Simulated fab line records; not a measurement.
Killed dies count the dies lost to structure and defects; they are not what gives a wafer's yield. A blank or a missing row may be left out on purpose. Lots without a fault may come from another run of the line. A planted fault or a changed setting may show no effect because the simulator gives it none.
A lot that was struck, set against a sound lot | flow sky130 | 17 steps out of a route of 708
Sound: wafers L706.2, L706.4, L706.5. The struck wafers were L720.3, L720.4, L720.5. The cause comes at the end.
At each step with rows: each side's tool, then ch and its chambers, then its first start. Under that, the readings that differ: sound wafers | struck wafers | difference of the means | sigmas: that difference in standard deviations of wafers without a fault.
alike: readings with means less than 2 such deviations apart, plus words and numbers identical on both sides. not compared: withheld readings, readings lacking a value on some wafer, bounds such as >300 that could conceal the same value, and numbers that have no deviation in the record and whose values overlap.
Wherever a step has rows on one side only, a row that says differs or no value, or a row with sigmas, the two part there. Non-overlapping numbers with no deviation appear without sigmas and do not part them. A reading that every wafer of one side lacks parts them only if that side has two wafers or more.

first, 5 steps without rows for these wafers: SKY_SD_N_COAT_02 (resist thk 1140 nm); SKY_SD_N_SOFTBAKE_03 (time 60 s); SKY_SD_N_EXPOSE_04 (exposes mask NSDM, target cd 380 nm); SKY_SD_N_PEB_05; SKY_SD_N_DEVELOP_06 (develop time 60 s).
SKY_SD_N_CD_MEAS_07: the cd target is 380 nm.
  sound on cd-sem-01, day 28 01:28; struck on cd-sem-01, day 32 21:40
  alike: cd-nm
SKY_SD_N_OVL_MEAS_08:
  sound on overlay-02, day 28 01:34; struck on overlay-02, day 32 21:46
  alike: SD_N_OVL
then, 2 steps without rows for these wafers: SKY_SD_N_IMPLANT_09; SKY_SD_N_IMPLANT_10.
SKY_SD_N_STRIP_11: strips in O2/N2.
  sound on plasma-asher-01 ch 0,1, day 28 01:53; struck on plasma-asher-01 ch 0,1, day 32 22:07
  reading                      | sound             | struck            | difference | sigmas
  strip-time-to-endpoint-s (s) | 22.50 22.41 22.49 | 22.54 22.59 22.55 | +0.09      | +2
  alike: drypump-motor-current-A, oes-product-au
  not compared: rf-hours-counter-h
SKY_SD_N_TW_MEAS_12:
  sound on film-metro-02, day 28 02:00; struck on film-metro-02, day 32 22:13
  alike: SD_N_TW
then, 1 step without rows for these wafers: SKY_SD_N_CLEAN_13 (cleans in SC1/SC2, time 150 s).
SKY_SD_N_RTA_14: time 2 s.
  sound on rtp-anneal-02 ch 0, day 28 02:07; struck on rtp-anneal-02 ch 0, day 32 22:19
  reading            | sound                | struck               | difference | sigmas
  lamp-power-pct (%) | 15.63 15.76 15.72    | 15.42 15.45 15.42    | -0.27      | -5
  wafer_temp_C_max   | 1077.4 1079.9 1078.1 | 1057.7 1060.4 1061.4 | -18.6      | -17
SKY_SD_N_RS_MEAS_16: a four-point-probe measurement.
  sound on film-metro-01, day 28 02:18; struck on film-metro-03, day 32 22:52
  reading          | sound             | struck            | difference | sigmas
  SD_N_RS (ohm/sq) | 68.76 68.48 68.64 | 71.52 71.47 71.44 | +2.85      | +17
  not compared: hold
SKY_SD_N_RS_MEAS_17: a four-point-probe measurement.
  sound on film-metro-01, day 28 02:25; struck on film-metro-03, day 33 05:40
  reading          | sound             | struck            | difference | sigmas
  SD_P_RS (ohm/sq) | 147.0 146.8 147.0 | 162.8 163.1 163.2 | +16.1      | +34
  not compared: hold
SKY_SD_N_RS_MEAS_18: a four-point-probe measurement.
  sound on film-metro-01, day 28 02:32; struck on film-metro-03, day 33 10:22
  reading               | sound             | struck                                                                     | difference                   | sigmas
  hold                  | - - -             | await-dispo/4.5h/release await-dispo/4.5h/release await-dispo/4.5h/release | no value on the sound wafers |
  RES_XHIGH_RS (ohm/sq) | 332.7 332.4 335.1 | 337.3 336.9 337.1                                                          | +3.7                         | +2
-- the record jumps here: 16 days lie between the struck wafers' starts before and after (it left off in module SD_N and takes up again in module PAD_OPEN, whose first step shown is number 708 of the route) --
SKY_PAD_OPEN_PROBE_99:
  sound on prober-02, day 45 18:22; struck on prober-02, day 49 06:04
  reading                              | sound             | struck            | difference | sigmas
  model.etest.res-xhigh-po.line-ohm-um | 5409 5325 5514    | 6632 6514 6726    | +1208      |
  model.etest.res-xhigh-po.rs-ohm-sq   | 1908 1872 1939    | 2293 2343 2318    | +412       |
  model.etest.pfet_01v8.r-on-ohm-um    | 2954 2975 2982    | 3028 3103 3000    | +73        |
  model.etest.tip-p.rs-ohm-sq          | 6816 6864 6922    | 7039 7022 6999    | +153       |
  model.etest.res-pdiff.line-ohm-um    | 1376 1390 1346    | 1532 1500 1556    | +159       |
  model.etest.res-high-po.line-ohm-um  | 724.6 706.6 724.4 | 825.9 823.7 843.6 | +112.5     |
  model.etest.licon-high-po.rc-ohm     | 339.5 330.2 337.3 | 424.9 433.4 422.4 | +91.2      |
  model.etest.licon-pdiff.rc-ohm       | 566.6 588.1 589.6 | 596.8 637.4 605.1 | +31.7      |
  alike: killed_at_M0_to_M3, killed_at_M4_up, killed-at-contacts, killed-at-front-end, killed-at-other, killed-dies, killed-on-rim, killed-open, killed-short

## WHERE THEY PART
Last at SKY_SD_N_RS_MEAS_18 as far as this record goes, first at SKY_SD_N_STRIP_11. Later steps at which nothing parts them and some readings are alike: SKY_PAD_OPEN_PROBE_99.

WHY: what the simulator had put in
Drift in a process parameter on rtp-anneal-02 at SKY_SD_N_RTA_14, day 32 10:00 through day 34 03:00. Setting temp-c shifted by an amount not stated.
